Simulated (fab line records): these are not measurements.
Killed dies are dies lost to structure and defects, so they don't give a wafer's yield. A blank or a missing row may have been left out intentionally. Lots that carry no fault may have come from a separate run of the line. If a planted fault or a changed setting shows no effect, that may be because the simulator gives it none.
Shared-tool check | flow gf180mcu | 13 lots, 39 wafers sampled

== WHY IT WAS OPENED ==
Of 13 lots, 2 have the reading MVSD_TW flagged at GF_MVSD_TW_MEAS_11. Fault-free wafers read 1572, with a standard deviation of 10.
Rule: a lot is flagged in two cases, either no wafer of it has a number, or all its wafers with numbers fall more than 4 standard deviations from that mean. As for the other lots, they are considered sound.

lot  | measured    | on            | MVSD_TW, wafer by wafer | flag
L323 | day 4 21:50 | film metro-04 | 1582 1580 1571          |
L324 | day 5 04:15 | film metro-01 | 1927 1919 1922          | FLAGGED
L327 | day 6 00:23 | film metro-04 | 1933 1949 1941          | FLAGGED
L329 | day 6 08:41 | film metro-02 | 1570 1571 1569          |
L330 | day 6 14:43 | film metro-01 | 1561 1553 1558          |
L331 | day 6 22:52 | film metro-04 | 1572 1576 1577          |
L332 | day 7 03:46 | film metro-02 | 1569 1576 1577          |
L334 | day 7 15:53 | film metro-02 | 1569 1571 1565          |
L335 | day 7 19:41 | film metro-01 | 1556 1559 1567          |
L336 | day 8 02:50 | film metro-02 | 1584 1573 1587          |
L338 | day 8 15:01 | film metro-02 | 1571 1578 1574          |
L339 | day 8 19:57 | film metro-01 | 1555 1555 1548          |
L343 | day 9 20:16 | film metro-01 | 1557 1545 1549          |
The numbers of the flagged lots are 1932 on average: +360 against the usual, or +36 standard deviations.

== WHICH TOOL RAN EACH LOT ==
The record holds 2 process steps before the reading, out of a route of 602 steps. Read each cell as the tool, then ch plus the chambers that the sampled wafers visited, then the start.
lot  | flag    | GF_DNWELL_STRIP_08                  | GF_MVSD_IMPLANT_08
L323 |         | plasma asher-04 ch 0,1, day 3 05:37 | implanter-01 ch 0, day 4 21:27
L324 | FLAGGED | plasma asher-03 ch 0,1, day 3 10:33 | implanter-01 ch 0, day 5 03:33
L327 | FLAGGED | plasma asher-03 ch 0, day 4 04:01   | implanter-03 ch 0, day 5 23:40
L329 |         | plasma asher-01 ch 0,1, day 4 12:02 | implanter-01 ch 0, day 6 08:19
L330 |         | plasma asher-01 ch 0, day 4 17:29   | implanter-01 ch 0, day 6 14:19
L331 |         | plasma asher-03 ch 0,1, day 5 00:51 | implanter-03 ch 0, day 6 22:28
L332 |         | plasma asher-03 ch 0,1, day 5 05:16 | implanter-02 ch 0, day 7 03:22
L334 |         | plasma asher-01 ch 1, day 5 15:49   | implanter-02 ch 0, day 7 15:30
L335 |         | plasma asher-03 ch 0,1, day 5 21:01 | implanter-02 ch 0, day 7 19:18
L336 |         | plasma asher-04 ch 0,1, day 6 02:50 | implanter-01 ch 0, day 8 02:29
L338 |         | plasma asher-04 ch 1, day 6 13:42   | implanter-01 ch 0, day 8 14:37
L339 |         | plasma asher-04 ch 0,1, day 6 18:35 | implanter-03 ch 0, day 8 19:35
L343 |         | plasma asher-01 ch 0,1, day 7 15:56 | implanter-01 ch 0, day 9 19:52
What the steps here do:
- GF_DNWELL_STRIP_08: strips in O2/N2.
- GF_MVSD_IMPLANT_08
- GF_MVSD_TW_MEAS_11

== FLAGGED AGAINST TOTAL, ONE TOOL AT A TIME (gauges that did the reading follow at the end) ==
step               | tool            | lots run | flagged | share of the flagged lots | sound lots run after its first flagged lot
GF_DNWELL_STRIP_08 | plasma asher-01 | 4        | 0       | none                      | -
GF_DNWELL_STRIP_08 | plasma asher-03 | 5        | 2       | all                       | 3 (L331,L332,L335)
GF_DNWELL_STRIP_08 | plasma asher-04 | 4        | 0       | none                      | -
GF_MVSD_IMPLANT_08 | implanter-01    | 7        | 1       | some                      | 5 (L329,L330,L336,L338,L343)
GF_MVSD_IMPLANT_08 | implanter-02    | 3        | 0       | none                      | -
GF_MVSD_IMPLANT_08 | implanter-03    | 3        | 1       | some                      | 2 (L331,L339)
GF_MVSD_TW_MEAS_11 | film metro-01   | 5        | 1       | some                      | 4 (L330,L335,L339,L343)
GF_MVSD_TW_MEAS_11 | film metro-02   | 5        | 0       | none                      | -
GF_MVSD_TW_MEAS_11 | film metro-04   | 3        | 1       | some                      | 1 (L331)

== WHAT THE TABLE PERMITS ==
In the table, 1 row covers all flagged lots: plasma asher-03 at GF_DNWELL_STRIP_08.
- plasma asher-03 at GF_DNWELL_STRIP_08: 2 of its 5 lots flagged. Lots that were sound ran on it after the first flagged one (L331, L332, L335); a persistent fault on the entire tool would not allow that.
No row of the table ran every flagged lot and no sound lot after the first.

== WHAT THE SIMULATOR HAD INSERTED ==
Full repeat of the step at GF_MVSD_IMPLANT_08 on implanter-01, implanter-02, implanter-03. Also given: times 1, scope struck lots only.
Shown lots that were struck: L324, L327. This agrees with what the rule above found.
